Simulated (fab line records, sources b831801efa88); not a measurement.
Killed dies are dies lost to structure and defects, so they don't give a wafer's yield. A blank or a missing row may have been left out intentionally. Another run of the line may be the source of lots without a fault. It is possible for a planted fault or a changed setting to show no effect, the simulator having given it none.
Comparing a struck lot with a sound one | flow gf180mcu | 14 out of 602 route steps
Sound: wafers L519.1, L519.3, L519.4. Wafers struck: L531.2, L531.4, L531.5. The cause is named last.
Order at every step that has rows: each side's tool, ch and its chambers, its first start. Under that, the readings that differ: sound wafers | struck wafers | difference of the means | sigmas: that difference in standard deviations of wafers without a fault.
alike: readings with means less than 2 such deviations apart, plus words and numbers identical on both sides. not compared: withheld readings, readings lacking a value on some wafer, bounds such as >300 that could conceal the same value, and numbers that have no deviation in the record and whose values overlap.
Wherever a step has rows on one side only, a row that says differs or no value, or a row with sigmas, the two part there. When numbers do not overlap yet have no deviation, they are printed without sigmas and do not part them. A reading that every wafer of one side lacks parts them only if that side has two wafers or more.

GF_CONTACT_OVL_MEAS_15:
  sound on overlay-02, day 16 14:33; struck on overlay-02, day 20 16:54
  alike: CONTACT_OVL
GF_CONTACT_ETCH_16: etches BARC in N2/H2.
  sound on rie_diel-03 ch 1,2,3, day 16 14:35; struck on rie_diel-04 ch 0,1,2, day 20 16:56
  alike: drypump_motor_current_A, n2_flow_sccm, oes_product_au, throttle_valve_pct
GF_CONTACT_ETCH_17: etches SiO2 in C4F8/O2/Ar, stops on CoSi2, target depth 860 nm.
  sound: rie_diel-03 ch 1,2,3; struck: rie_diel-04 ch 0,1,2
  alike: oes_product_au
then, 4 steps without rows for these wafers: GF_CONTACT_STRIP_18 (strips in O2/N2); GF_CONTACT_CLEAN_19 (cleans in SPM); GF_CONTACT_CLEAN_20 (cleans in DIW); GF_CONTACT_CLEAN_21 (cleans in dHF, time 20 s).
GF_CONTACT_SPUTTER_22: material Ti, target thk 15 nm, time 80.02 s.
  sound on pvd_sputter-01, day 16 15:03; struck on pvd_sputter-02, day 20 17:24
  alike: cathode_dc_power_W, throttle_valve_pct
GF_CONTACT_SPUTTER_23: material TiN, target thk 10 nm, time 40 s.
  sound on pvd_sputter-01, day 16 15:07; struck on pvd_sputter-02, day 20 17:28
  alike: cathode_dc_power_W, throttle_valve_pct
GF_CONTACT_CVD_24: deposits W, target thk 300 nm, time 90.339 s.
  sound on cvd_w-01 ch 0,1, day 16 15:09; struck on cvd_w-02 ch 1, day 20 17:30
  alike: heater_power_w
GF_CONTACT_RS_MEAS_25: the measuring method here is four-point-probe.
  sound on film_metro-01, day 16 15:15; struck on film_metro-03, day 20 17:37
  reading               | sound             | struck            | difference | sigmas
  CONTACT_W_RS (ohm/sq) | 0.389 0.391 0.399 | 0.417 0.416 0.417 | +0.024     | +3
GF_CONTACT_THK_MEAS_26: measures by xrf.
  sound on film_metro-01, day 16 15:22; struck on film_metro-03, day 20 17:44
  reading            | sound       | struck      | difference | sigmas
  CONTACT_W_THK (nm) | 302 300 291 | 282 282 280 | -16        | -2
GF_CONTACT_CMP_27: polishes, stops on SiO2, t overpolish 15 s, target thk 0 nm.
  sound on cmp-02 ch 1,2,3, day 16 15:26; struck on cmp-01 ch 0,2,3, day 20 17:50
  reading                | sound                | struck            | difference | sigmas
  overpolish_run_s (s)   | 14.989 14.986 15.000 | 0.048 0.036 0.043 | -14.949    | -99 or more
  time_to_endpoint_s (s) | 76 82 74             | 106 107 106       | +29        | +6
  alike: motor_current_A
-- the record jumps here: 12 days lie between the struck wafers' starts before and after (it left off in module CONTACT and takes up again in module PASSIVATION, whose first step shown is number 602 of the route) --
GF_PASSIVATION_PROBE_99:
  record: rows for the struck wafers here (prober-01, day 32 12:58), none for the sound ones

WHERE THEY PART
At GF_CONTACT_RS_MEAS_25 first; at GF_PASSIVATION_PROBE_99 last (within this record only).

WHY: whatever the simulator had introduced
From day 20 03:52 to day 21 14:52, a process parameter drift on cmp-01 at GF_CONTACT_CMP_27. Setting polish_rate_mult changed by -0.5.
